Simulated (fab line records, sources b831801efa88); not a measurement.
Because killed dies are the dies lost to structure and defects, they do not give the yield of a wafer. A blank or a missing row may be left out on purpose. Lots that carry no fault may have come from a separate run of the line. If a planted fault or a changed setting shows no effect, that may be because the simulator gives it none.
Which tool was responsible? -- flow sky130 -- 11 lots with 33 wafers sampled at 5 steps, on a route of 708 steps

WHAT THE GAUGES SHOWED, per wafer
SKY_LOCAL_INTERCONNECT_RS_MEAS_01: measures by four-point-probe. Usual: LOCAL_INTERCONNECT_TIN_RS typically reads 14.11 ohm/sq, with standard deviation 0.16.
lot,measured,on,LOCAL_INTERCONNECT_TIN_RS (ohm/sq),flag
L842,day 29 02:57,film metro-04,13.83 13.77 13.85,
L844,day 29 21:04,film metro-04,14.37 14.23 14.13,
L845,day 29 22:22,film metro-04,14.12 13.77 14.18,
L854,day 33 02:25,film metro-02,14.00 14.16 14.12,
L855,day 33 12:47,film metro-02,14.38 14.12 13.95,
L856,day 33 21:27,film metro-04,13.81 13.96 13.82,
L857,day 34 07:58,film metro-02,14.20 14.07 13.91,
L858,day 34 08:30,film metro-02,14.47 14.30 14.17,
L860,day 34 19:10,film metro-02,14.01 14.17 14.05,
L859,day 34 20:05,film metro-02,13.97 14.03 14.06,
L862,day 35 08:09,film metro-02,14.06 14.20 14.04,

SKY_CONTACT_THK_MEAS_03. Usual: CONTACT_HDPCVD_THK typically reads 566 nm, with standard deviation 5.2.
lot,measured,on,CONTACT_HDPCVD_THK (nm),flag
L842,day 30 08:18,film metro-04,568 565 565,
L844,day 31 02:25,film metro-04,560 567 566,
L845,day 31 03:16,film metro-04,564 557 458 563 556 458,OFF
L854,day 34 07:17,film metro-01,563 565 557,
L855,day 34 16:09,film metro-04,552 566 566,
L856,day 35 01:41,film metro-01,565 571 568,
L857,day 35 12:21,film metro-04,568 569 567,
L858,day 35 12:58,film metro-02,571 565 566,
L860,day 35 23:20,film metro-02,566 567 562,
L859,day 36 00:07,film metro-01,570 567 570,
L862,day 36 11:40,film metro-01,570 575 576,

WHAT TOOL EACH LOT RAN ON (gives the tool, then ch and the chambers of the sampled wafers, and finally the start)
lot,SKY_SD_N_STRIP_11,SKY_LI_CONTACT_SPUTTER_19,SKY_CONTACT_HDPCVD_02
L842,"plasma asher-04 ch 0,1, day 27 20:05","pvd sputter-03, day 29 02:08","hdpcvd-01 ch 0,1, day 30 08:14"
L844,"plasma asher-02 ch 0,1, day 28 14:05","pvd sputter-04, day 29 20:14","hdpcvd-02 ch 0,1, day 31 02:20"
L845,"plasma asher-01 ch 0,1, day 28 15:08","pvd sputter-04, day 29 21:34","hdpcvd-02 ch 0,1,2, day 31 03:12"
L854,"plasma asher-02 ch 0,1, day 31 20:50","pvd sputter-04, day 33 01:35","hdpcvd-01 ch 0,2, day 34 07:13"
L855,"plasma asher-02 ch 0,1, day 32 07:20","pvd sputter-02, day 33 11:58","hdpcvd-01 ch 0,1,2, day 34 16:05"
L856,"plasma asher-04 ch 0,1, day 32 15:08","pvd sputter-02, day 33 20:39","hdpcvd-02 ch 1,2, day 35 01:37"
L857,"plasma asher-02 ch 0,1, day 33 01:41","pvd sputter-03, day 34 07:10","hdpcvd-02 ch 0,1,2, day 35 12:17"
L858,"plasma asher-02 ch 0,1, day 33 02:25","pvd sputter-04, day 34 07:40","hdpcvd-01 ch 0,2, day 35 12:52"
L860,"plasma asher-01 ch 0,1, day 33 13:35","pvd sputter-04, day 34 18:20","hdpcvd-01 ch 1,2, day 35 23:16"
L859,"plasma asher-01 ch 0,1, day 33 14:25","pvd sputter-02, day 34 19:14","hdpcvd-02 ch 1,2, day 36 00:02"
L862,"plasma asher-02 ch 0,1, day 34 02:50","pvd sputter-04, day 35 07:19","hdpcvd-02 ch 0,1,2, day 36 11:35"
- SKY_SD_N_STRIP_11: strips in O2/N2.
- SKY_LI_CONTACT_SPUTTER_19: material Ti, target thk 20 nm, time 106.37 s.
- SKY_CONTACT_HDPCVD_02: deposits SiO2, target thk 565 nm, time 94.2 s.

WHAT THE TOOLS THEMSELVES READ (means of the sampled wafers that have a number; where no wafer has one, the mark that the record gives instead)
SKY_SD_N_STRIP_11. Usual: drypump motor current A 5.7 A, standard deviation 0.58; oes product au 0.528 a.u., standard deviation 0.0043; strip time to endpoint s 22.56 s, standard deviation 0.037.
lot,tool,drypump motor current A (A),oes product au (a.u.),strip time to endpoint s (s),flag
L842,plasma asher-04,5.9,0.529,22.57,
L844,plasma asher-02,5.9,0.526,22.60,
L845,plasma asher-01,5.9,0.529,22.60,
L854,plasma asher-02,5.8,0.531,22.57,
L855,plasma asher-02,5.5,0.526,22.53,
L856,plasma asher-04,5.9,0.527,22.51,
L857,plasma asher-02,5.5,0.525,22.57,
L858,plasma asher-02,5.9,0.530,22.56,
L860,plasma asher-01,5.9,0.524,22.61,
L859,plasma asher-01,5.7,0.529,22.55,
L862,plasma asher-02,5.9,0.527,22.57,

SKY_LI_CONTACT_SPUTTER_19. Usual: cathode dc power W 2500.0 W, standard deviation 0.43; chamber pressure pa 5.001 Pa, standard deviation 0.011; throttle valve pct 29.7 %, standard deviation 0.98.
lot,tool,cathode dc power W (W),chamber pressure pa (Pa),throttle valve pct (%),flag
L842,pvd sputter-03,2500.1,5.003,29.8,
L844,pvd sputter-04,2499.8,5.002,28.7,
L845,pvd sputter-04,2500.2,4.990,30.2,
L854,pvd sputter-04,2499.7,5.006,29.5,
L855,pvd sputter-02,2500.1,5.009,29.6,
L856,pvd sputter-02,2499.9,4.999,29.7,
L857,pvd sputter-03,2499.6,4.991,29.7,
L858,pvd sputter-04,2499.8,5.002,30.9,
L860,pvd sputter-04,2500.0,5.001,30.9,
L859,pvd sputter-02,2500.0,5.004,29.7,
L862,pvd sputter-04,2499.7,5.007,29.1,

SKY_CONTACT_HDPCVD_02. Usual: run length s at 122.2 s, with a standard deviation of 0.35.
lot,tool,run length s (s),flag
L842,hdpcvd-01,122.0,
L844,hdpcvd-02,122.2,
L845,hdpcvd-02,116.4,OFF
L854,hdpcvd-01,121.8,
L855,hdpcvd-01,122.0,
L856,hdpcvd-02,122.3,
L857,hdpcvd-02,122.1,
L858,hdpcvd-01,121.9,
L860,hdpcvd-01,122.4,
L859,hdpcvd-02,122.4,
L862,hdpcvd-02,122.1,

THE ANSWER, worked out from the rows above alone
Rule: a lot counts as off when the mean over its wafers that have a number is more than 3 standard deviations away from the usual mean. A lot without any number at a reading at which 4 lots or more have one is off too. All remaining lots with rows at the step are treated as sound. The gauges are gone through in route order, then the tools' own readings, and for those a lot's mean is taken as printed above. At the first step where some lot is off, the reading lying furthest off is the one used; lots without a number count as furthest.
Off: L845, seen at SKY_CONTACT_THK_MEAS_03 (CONTACT_HDPCVD_THK).
A tool fits if, at a process step before that reading, it ran every lot that is off, and no sound lot after the first of them. Not tried: the gauges at SKY_CONTACT_THK_MEAS_03; whatever is off there is also off at SKY_CONTACT_HDPCVD_02, on other tools, and gauge error can't account for it. Of those tried, none fits.

WHAT THE SIMULATOR HAD PUT IN
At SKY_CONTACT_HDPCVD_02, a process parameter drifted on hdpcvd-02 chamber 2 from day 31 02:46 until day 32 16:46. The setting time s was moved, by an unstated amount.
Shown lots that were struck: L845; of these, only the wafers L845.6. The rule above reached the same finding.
